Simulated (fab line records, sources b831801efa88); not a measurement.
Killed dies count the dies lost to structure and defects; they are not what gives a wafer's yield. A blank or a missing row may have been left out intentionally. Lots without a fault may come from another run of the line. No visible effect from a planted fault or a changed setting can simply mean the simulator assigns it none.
Which of the tools did it?    flow gf180mcu    11 lots with 33 wafers sampled at 5 steps, on a route of 602 steps

## WHAT EACH GAUGE READ, for each wafer
GF_V2_CD_MEAS_14 targets a cd of 260 nm.
lot   measured      on         cd nm (nm)
L597  day 20 11:11  cd sem-02  259.7 259.3 259.5
L598  day 20 20:09  cd sem-02  260.0 261.2 261.0
L605  day 23 09:29  cd sem-02  259.9 258.5 258.8
L607  day 23 22:43  cd sem-02  259.0 260.0 259.3
L611  day 25 22:24  cd sem-01  259.2 260.3 258.8
L612  day 25 23:44  cd sem-01  260.3 259.8 260.1
L613  day 26 00:54  cd sem-01  257.4 259.7 258.7
L614  day 26 11:10  cd sem-01  258.6 257.7 258.3
L616  day 26 23:58  cd sem-01  260.4 260.3 260.5
L617  day 27 11:30  cd sem-01  259.1 259.7 259.4
L619  day 28 02:14  cd sem-01  259.8 258.6 260.7

GF_V3_THK_MEAS_01.
lot   measured      on             V3_CVD_00_THK (nm)
L597  day 21 13:45  film metro-04  596 595 596
L598  day 21 22:14  film metro-03  606 608 596
L605  day 24 10:20  film metro-04  594 606 608
L607  day 24 23:33  film metro-02  599 595 594
L611  day 26 19:53  film metro-02  596 593 605
L612  day 26 21:12  film metro-04  596 592 588
L613  day 26 22:52  film metro-03  598 601 606
L614  day 27 10:43  film metro-03  596 599 598
L616  day 27 22:52  film metro-02  606 592 597
L617  day 28 09:56  film metro-04  596 598 596
L619  day 28 23:59  film metro-03  590 589 595

## WHICH TOOL RAN EACH LOT (tool, then ch and the chambers of the sampled wafers, then the start)
lot   GF_V2_SPUTTER_22              GF_M3_METAL_ETCH_16                GF_M3_STRIP_17
L597  pvd sputter-03, day 20 12:06  rie metal-02 ch 0, day 21 12:59    plasma asher-04 ch 0,1, day 21 13:07
L598  pvd sputter-03, day 20 20:59  rie metal-01 ch 0,1, day 21 21:11  plasma asher-03 ch 0,1, day 21 21:18
L605  pvd sputter-01, day 23 10:22  rie metal-01 ch 0,1, day 24 09:35  plasma asher-03 ch 0,1, day 24 09:43
L607  pvd sputter-04, day 23 23:36  rie metal-01 ch 0,1, day 24 22:47  plasma asher-02 ch 0,1, day 24 22:55
L611  pvd sputter-03, day 25 23:23  rie metal-04 ch 0,1, day 26 19:08  plasma asher-04 ch 0,1, day 26 19:16
L612  pvd sputter-03, day 26 00:42  rie metal-02 ch 0,1, day 26 20:29  plasma asher-03 ch 0,1, day 26 20:36
L613  pvd sputter-01, day 26 01:52  rie metal-02 ch 0,1, day 26 22:08  plasma asher-02 ch 0,1, day 26 22:15
L614  pvd sputter-03, day 26 12:02  rie metal-01 ch 0,1, day 27 09:56  plasma asher-04 ch 0,1, day 27 10:04
L616  pvd sputter-03, day 27 00:51  rie metal-02 ch 0, day 27 21:59    plasma asher-03 ch 0, day 27 22:15
L617  pvd sputter-04, day 27 12:20  rie metal-04 ch 0,1, day 28 09:11  plasma asher-02 ch 0,1, day 28 09:18
L619  pvd sputter-04, day 28 03:06  rie metal-04 ch 0,1, day 28 23:14  plasma asher-02 ch 0,1, day 28 23:22
- GF_V2_SPUTTER_22: material TiN, target thk 10 nm, time 40 s.
- GF_M3_METAL_ETCH_16: etches the open film in Cl2/BCl3, stops on SiO2, target depth 750.8 nm, time 125.1 s.
- GF_M3_STRIP_17: strips in O2/N2.

## WHAT THE TOOLS THEMSELVES READ (means of the sampled wafers that have a number; where no wafer has one, the mark that the record gives instead)
GF_V2_SPUTTER_22.
lot   tool            throttle valve pct (%)
L597  pvd sputter-03  29.6
L598  pvd sputter-03  30.3
L605  pvd sputter-01  30.6
L607  pvd sputter-04  29.4
L611  pvd sputter-03  30.0
L612  pvd sputter-03  29.6
L613  pvd sputter-01  30.4
L614  pvd sputter-03  29.4
L616  pvd sputter-03  28.9
L617  pvd sputter-04  29.2
L619  pvd sputter-04  29.3

GF_M3_METAL_ETCH_16.
lot   tool          chamber pressure mTorr (mTorr)  drypump motor current A (A)  oes product au (a.u.)  rf fwd power W (W)  throttle valve pct (%)
L597  rie metal-02  7.993                           6.2                          0.989                  797.0               28.239
L598  rie metal-01  7.990                           6.2                          0.985                  796.7               28.226
L605  rie metal-01  7.999                           5.8                          0.987                  844.3               28.230
L607  rie metal-01  7.996                           5.8                          0.993                  839.6               28.229
L611  rie metal-04  8.002                           6.3                          0.993                  794.1               28.235
L612  rie metal-02  8.006                           5.8                          0.985                  795.7               28.230
L613  rie metal-02  7.999                           5.8                          0.985                  798.0               28.240
L614  rie metal-01  8.005                           6.2                          0.983                  793.7               28.234
L616  rie metal-02  7.996                           6.2                          0.990                  799.8               28.231
L617  rie metal-04  8.005                           6.0                          0.996                  796.7               28.232
L619  rie metal-04  7.999                           6.3                          0.989                  794.3               28.227

GF_M3_STRIP_17.
lot   tool             chamber pressure mTorr (mTorr)  drypump motor current A (A)  heater power w (W)  o2 flow sccm (sccm)  oes product au (a.u.)  strip time to endpoint s (s)
L597  plasma asher-04  1500.3                          5.1                          310                 3004                 0.537                  7.43
L598  plasma asher-03  1500.0                          6.0                          312                 3004                 0.540                  7.42
L605  plasma asher-03  1499.5                          6.0                          315                 3002                 0.533                  7.26
L607  plasma asher-02  1500.2                          5.6                          371                 3009                 0.535                  7.25
L611  plasma asher-04  1499.5                          5.5                          292                 3002                 0.539                  7.44
L612  plasma asher-03  1499.8                          6.0                          307                 3008                 0.541                  7.41
L613  plasma asher-02  1500.8                          5.6                          372                 3000                 0.547                  7.50
L614  plasma asher-04  1499.3                          5.5                          294                 3001                 0.542                  7.50
L616  plasma asher-03  1500.8                          6.0                          302                 2998                 0.538                  7.47
L617  plasma asher-02  1499.7                          5.6                          369                 2994                 0.538                  7.39
L619  plasma asher-02  1499.7                          5.6                          368                 3005                 0.534                  7.39

## THE ANSWER, worked out from the rows above alone
Rule: the usual values come from the lots themselves. Put in order of their means at a reading, lots are off if they are a third of the lots or fewer, leave a main group of 4 or more, and stand apart from it by a gap of 3 or more times the standard deviation of the main group's means; of several such gaps the widest counts. Not used: any main group whose means are identical at the precision the tables above print for the reading. Also off: a lot with no number at a reading for which 4 or more lots have one. All remaining lots with rows at the step are treated as sound. After the gauges, taken in route order, come the tools' own readings; for these a lot's mean is taken, as printed above. At the first step where some lot is off, the reading lying furthest off is the one used; lots without a number count as furthest.
Off at GF_M3_METAL_ETCH_16 (rf fwd power W): L605, L607. Mean 796.2 W and standard deviation 1.9 in the main group.
A tool fits if, at that step or a process step before it, it ran every lot that is off, and no sound lot after the first of them. None of those tried fits.

## WHAT THE SIMULATOR PUT IN
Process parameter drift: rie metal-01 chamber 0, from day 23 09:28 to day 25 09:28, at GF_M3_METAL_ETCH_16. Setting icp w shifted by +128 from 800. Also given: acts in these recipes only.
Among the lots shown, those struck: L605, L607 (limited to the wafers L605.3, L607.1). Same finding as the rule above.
